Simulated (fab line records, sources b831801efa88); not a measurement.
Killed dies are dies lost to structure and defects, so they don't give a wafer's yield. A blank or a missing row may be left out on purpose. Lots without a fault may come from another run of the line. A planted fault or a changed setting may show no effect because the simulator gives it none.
One fault seen from 2 desks | flow gf180mcu | each desk has only its own numbers; what lay behind them comes last

THE TOOL OWNER'S DESK: pecvd-03
The tool's own readings at GF_V3_CVD_02 (deposits SiO2 from TEOS, target thk 850 nm, time 94.851 s): means of the sampled wafers that have a number, for each lot that ran on this tool. A lot is out of limits, marked OUT, if its mean lies more than 4 standard deviations from the usual mean; the brackets give that distance.
Columns: A = heater_power_w at GF_V3_CVD_02, usual 626 W
lot  | first seen here | A
L820 | day 23 13:41    | 597
L822 | day 24 04:28    | 630
L823 | day 24 10:16    | 613
L825 | day 25 05:43    | 578
L828 | day 26 03:16    | 601
L829 | day 26 07:23    | 629
L834 | day 27 19:34    | 622
This desk's finding: nothing out of limits on any of the 7 lots.

THE METROLOGY DESK
What the gauges read, lot by lot, whatever tool the lot ran on: means of the sampled wafers that have a number. A lot is out of limits, marked OUT, if its mean lies more than 4 standard deviations from the usual mean; the brackets give that distance.
Columns: A = M3_ALCU_RS at GF_M3_RS_MEAS_05, usual 0.0695 ohm/sq; B = V3_CVD_02_THK at GF_V3_THK_MEAS_03, usual 848 nm; C = V3_OVL at GF_V3_OVL_MEAS_15, usual 0 nm
lot  | first seen here | A      | B              | C
L815 | day 20 11:43    | 0.0693 | 848            | -5
L816 | day 20 19:04    | 0.0704 | 843            | 1
L817 | day 21 05:52    | 0.0707 | 842            | 2
L820 | day 22 13:41    | 0.0693 | 855            | 2
L821 | day 22 22:35    | 0.0705 | 841            | 3
L822 | day 23 05:19    | 0.0684 | 851            | 3
L823 | day 23 10:59    | 0.0708 | 840            | -1
L824 | day 23 21:43    | 0.0683 | 851            | 2
L825 | day 24 06:53    | 0.0692 | 866            | -2
L828 | day 25 04:47    | 0.0689 | 1034 (+17) OUT | 0
L829 | day 25 09:14    | 0.0681 | 1228 (+35) OUT | 7
L834 | day 26 22:50    | 0.0707 | 1024 (+16) OUT | 2
L838 | day 27 23:08    | 0.0694 | 849            | 0
This desk's finding: out of limits on L828, L829, L834; first on L828, day 26 03:21 (V3_CVD_02_THK at GF_V3_THK_MEAS_03). In limits: L815, L816, L817, L820, L821, L822, L823, L824, L825, L838.

PUT TOGETHER
The metrology desk could have raised an alarm at day 26 03:21, on L828, L829, L834.
The tool owner's desk saw nothing out of limits.
The tool owner's desk has L828, L829, L834 on record, within its limits.
Of the lots named, all ran GF_V3_CVD_02 on pecvd-03.

WHAT THE SIMULATOR HAD PUT IN
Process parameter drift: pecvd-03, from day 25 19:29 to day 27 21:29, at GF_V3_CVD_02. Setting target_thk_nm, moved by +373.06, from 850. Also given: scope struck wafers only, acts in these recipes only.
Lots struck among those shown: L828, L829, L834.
Hours from the fault's start to each desk's first reading out of limits: the metrology desk, 8.
